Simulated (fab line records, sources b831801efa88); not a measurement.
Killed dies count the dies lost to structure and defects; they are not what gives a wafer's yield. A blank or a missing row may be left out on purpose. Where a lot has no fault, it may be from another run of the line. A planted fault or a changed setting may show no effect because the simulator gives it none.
Matching of chambers | flow gf180mcu | 3 sister chambers for GF_V3_CVD_02 on pecvd-03
The step deposits SiO2 from TEOS, target thk 850 nm, time 94.851 s. 6 wafers are shown with their chamber, then 8 later ones without.

== WAFERS PAIRED WITH THEIR CHAMBERS ==
wafer  | chamber | heater_power_w (W)
L078.2 | 2       | 857
L087.4 | 2       | 858
L087.6 | 0       | 771
L089.3 | 0       | 762
L089.6 | 1       | 680
L091.2 | 1       | 684

== WAFERS WITH NO CHAMBER GIVEN ==
wafer  | heater_power_w (W)
L091.3 | 844
L091.4 | 705
L094.2 | 730
L094.4 | 573
L094.6 | 867
L096.1 | 752
L096.2 | 699
L096.6 | 772

== WHICH CHAMBER EACH WENT THROUGH ==
wafer  | from the rows above | in truth
L091.3 | 2                   | 2
L091.4 | 1                   | 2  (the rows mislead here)
L094.2 | 0                   | 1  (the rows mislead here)
L094.4 | 1                   | 1
L094.6 | 2                   | 2
L096.1 | 0                   | 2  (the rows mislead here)
L096.2 | 1                   | 1
L096.6 | 0                   | 0
Placed correctly: 5 of 8. From these rows, 0 cannot be placed. 3 placed wrongly.
How it was worked out, from the rows above alone: a wafer's distance from a chamber is the root of the sum, over the readings, of the square of ((its reading less the chamber's mean) divided by the reading's scatter). The wafer belongs to the nearest chamber; if the next one is less than 2 further off, it can't be placed. For every chamber, the mean is computed from those of its wafers that are shown. The scatter: take each reading less its chamber's mean, square it, sum over the shown wafers, divide by the number of wafers less the number of chambers, and take the root.
